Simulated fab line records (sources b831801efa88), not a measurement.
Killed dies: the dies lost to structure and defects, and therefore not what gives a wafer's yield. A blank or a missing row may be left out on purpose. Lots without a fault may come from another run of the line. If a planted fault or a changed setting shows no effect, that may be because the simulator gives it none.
8D (eight disciplines) problem report, filled in by code | flow gf180mcu | the parts of the form that need people (team, actions taken, sign-off) are left out

== 1. THE PROBLEM ==
A mean of 7234.7 W is read at GF_M3_SPUTTER_04 for cathode_dc_power_W, taken on 1 wafer of 1 lot, against 6500.0 W (standard deviation 1.2) on wafers free of any fault. That is +99 or more standard deviations from the usual mean.
The step: material TiN, target thk 50 nm, time 41.7 s.
First observed at day 27 11:53: wafer L779.2, on pvd_sputter-03. Wafers with a number at this step in the record: 39, from 13 lots. Rule for "out" (also "out of limits"): further than 4 standard deviations from the usual mean. The rest of the wafers with a number are treated as sound.

== 2. WHAT IT IS, WHAT IT ISN'T ==
question                    | is                 | is not
which readings at this step | cathode_dc_power_W | throttle_valve_pct
which lots                  | L779               | L759, L760, L761, L762, L763, L764, L765, L766, L767, L768, L769, L770
which wafers of those lots  | L779.2             | L779.3, L779.6
read on which tools         | pvd_sputter-03     | pvd_sputter-01, pvd_sputter-04
when                        | from day 27 11:53  | up to then (38 sound wafers)

== 3. THE SUSPECTS, EACH WITH WHAT RULES IT OUT ==
Counting: any tool at a process step up to the reading remains a suspect provided it ran every lot that is out. Sound lots after the first of them don't rule it out here, since some wafers of a struck lot are sound.
- pvd_sputter-03 at GF_M3_SPUTTER_01 (material TiN, target thk 30 nm, time 25 s): kept. The lot that is out, L779, ran on it at day 27 11:48; the last sound lot it ran before that was L769, at day 24 03:08.
- pvd_sputter-03 at GF_M3_SPUTTER_04 (material TiN, target thk 50 nm, time 41.7 s): kept. The lot that is out, L779, ran on it at day 27 11:53; the last sound lot it ran before that was L769, at day 24 03:13. Out on those wafers are its own readings of cathode_dc_power_W.
The count leaves pvd_sputter-03 at GF_M3_SPUTTER_04 and pvd_sputter-03 at GF_M3_SPUTTER_01.

== 4. THE CAUSE (what the simulator had put in) ==
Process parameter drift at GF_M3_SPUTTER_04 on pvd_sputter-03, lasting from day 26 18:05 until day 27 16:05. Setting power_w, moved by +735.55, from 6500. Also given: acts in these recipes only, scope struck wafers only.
2 suspects survive the count, and this tool is in that group.

== 5. SEQUENCE OF EFFECTS, ordered by route ==
Rows list readings where the struck wafers' mean (over those with a number) sits beyond 3 standard deviations from the usual. Only readings whose record carries a usual standard deviation are examined. hours: median over the lots of the time between each lot's start at the first step of this table that gives one and its start at this step. sigmas: the change, counted in usual standard deviations.
hours | step             | reading            | usual    | on struck wafers | change | sigmas
0     | GF_M3_SPUTTER_04 | cathode_dc_power_W | 6500.0 W | 7234.7           | +734.7 | +99 or more
Its process steps:
- GF_M3_SPUTTER_04: material TiN, target thk 50 nm, time 41.7 s.

== 6. WHAT WOULD HAVE CAUGHT IT SOONER ==
18 hours passed between the start of the fault at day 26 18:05 and the first reading out of limits in this record, taken at day 27 11:53.
